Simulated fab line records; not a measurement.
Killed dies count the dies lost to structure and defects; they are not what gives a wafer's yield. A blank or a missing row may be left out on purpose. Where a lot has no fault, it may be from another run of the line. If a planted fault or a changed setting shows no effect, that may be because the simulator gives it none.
Commonality check across tools / flow gf180mcu / 13 lots and 39 wafers in the sample

## REASON IT WAS OPENED
Of 13 lots, 1 have the reading NWELL_TW flagged at GF_NWELL_TW_MEAS_11. Fault-free wafers read 1570, with a standard deviation of 9.3.
Rule: a lot gets a flag if all its wafers with a number sit over 4 standard deviations from that mean, or if no wafer of it has a number. As for the other lots, they are considered sound.

lot=L174; measured=day 3 07:19; on=film_metro-02; NWELL_TW, wafer by wafer=1567 1576 1573; flag=
lot=L175; measured=day 3 12:58; on=film_metro-01; NWELL_TW, wafer by wafer=1565 1556 1569; flag=
lot=L176; measured=day 3 17:41; on=film_metro-01; NWELL_TW, wafer by wafer=1557 1564 1567; flag=
lot=L178; measured=day 4 10:46; on=film_metro-02; NWELL_TW, wafer by wafer=1575 1571 1569; flag=
lot=L179; measured=day 4 15:30; on=film_metro-01; NWELL_TW, wafer by wafer=1566 1565 1571; flag=
lot=L181; measured=day 4 23:50; on=film_metro-01; NWELL_TW, wafer by wafer=1568 1565 1578; flag=
lot=L184; measured=day 5 16:11; on=film_metro-02; NWELL_TW, wafer by wafer=1580 1580 1576; flag=
lot=L185; measured=day 5 22:28; on=film_metro-02; NWELL_TW, wafer by wafer=1572 1570 1577; flag=
lot=L186; measured=day 6 03:55; on=film_metro-02; NWELL_TW, wafer by wafer=1573 1578 1575; flag=
lot=L187; measured=day 6 08:20; on=film_metro-02; NWELL_TW, wafer by wafer=1582 1582 1590; flag=
lot=L188; measured=day 6 11:41; on=film_metro-02; NWELL_TW, wafer by wafer=30 30 30; flag=FLAGGED
lot=L189; measured=day 6 17:25; on=film_metro-01; NWELL_TW, wafer by wafer=1555 1570 1556; flag=
lot=L197; measured=day 8 15:17; on=film_metro-02; NWELL_TW, wafer by wafer=1573 1573 1578; flag=
Averaged over the flagged lots the numbers come to 30, -1540 from the usual (-99 or more standard deviations).

## TOOL THAT RAN EACH LOT
The record holds 1 process step before the reading, out of a route of 602 steps. In each cell: the tool, then ch and the chambers that the sampled wafers went through, then the start.
lot=L174; flag=; GF_NWELL_EXPOSE_04=iline_stepper-02 ch 0, day 3 00:37
lot=L175; flag=; GF_NWELL_EXPOSE_04=iline_stepper-02 ch 0, day 3 06:37
lot=L176; flag=; GF_NWELL_EXPOSE_04=iline_stepper-02 ch 0, day 3 11:20
lot=L178; flag=; GF_NWELL_EXPOSE_04=iline_stepper-01 ch 0, day 4 03:19
lot=L179; flag=; GF_NWELL_EXPOSE_04=iline_stepper-01 ch 0, day 4 08:43
lot=L181; flag=; GF_NWELL_EXPOSE_04=iline_stepper-02 ch 0, day 4 16:14
lot=L184; flag=; GF_NWELL_EXPOSE_04=iline_stepper-01 ch 0, day 5 08:23
lot=L185; flag=; GF_NWELL_EXPOSE_04=iline_stepper-01 ch 0, day 5 15:13
lot=L186; flag=; GF_NWELL_EXPOSE_04=iline_stepper-02 ch 0, day 5 20:19
lot=L187; flag=; GF_NWELL_EXPOSE_04=iline_stepper-01 ch 0, day 6 00:25
lot=L188; flag=FLAGGED; GF_NWELL_EXPOSE_04=iline_stepper-02 ch 0, day 6 03:58
lot=L189; flag=; GF_NWELL_EXPOSE_04=iline_stepper-01 ch 0, day 6 09:37
lot=L197; flag=; GF_NWELL_EXPOSE_04=iline_stepper-02 ch 0, day 8 07:12
What is done by these steps:
- GF_NWELL_EXPOSE_04: exposes mask Nwell, target cd 860 nm.
- GF_NWELL_TW_MEAS_11

## FLAGGED AGAINST TOTAL, ONE TOOL AT A TIME (gauges that did the reading follow at the end)
step=GF_NWELL_EXPOSE_04; tool=iline_stepper-01; lots run=6; flagged=0; share of the flagged lots=none; sound lots run after its first flagged lot=-
step=GF_NWELL_EXPOSE_04; tool=iline_stepper-02; lots run=7; flagged=1; share of the flagged lots=all; sound lots run after its first flagged lot=1 (L197)
step=GF_NWELL_TW_MEAS_11; tool=film_metro-01; lots run=5; flagged=0; share of the flagged lots=none; sound lots run after its first flagged lot=-
step=GF_NWELL_TW_MEAS_11; tool=film_metro-02; lots run=8; flagged=1; share of the flagged lots=all; sound lots run after its first flagged lot=1 (L197)

## WHAT THE TABLE PERMITS
In 2 table rows, all flagged lots were run: iline_stepper-02 (GF_NWELL_EXPOSE_04), film_metro-02 (GF_NWELL_TW_MEAS_11).
- iline_stepper-02 at GF_NWELL_EXPOSE_04 ran 7 lots, 1 of them flagged. Sound lots followed the first flagged one (L197) on it, something a lasting fault affecting the whole tool could not allow.
- film_metro-02 at GF_NWELL_TW_MEAS_11 ran 8 lots, 1 of them flagged. Sound lots followed the first flagged one (L197) on it, something a lasting fault affecting the whole tool could not allow.
No row of the table ran every flagged lot and no sound lot after the first.

## WHAT THE SIMULATOR HAD INSERTED
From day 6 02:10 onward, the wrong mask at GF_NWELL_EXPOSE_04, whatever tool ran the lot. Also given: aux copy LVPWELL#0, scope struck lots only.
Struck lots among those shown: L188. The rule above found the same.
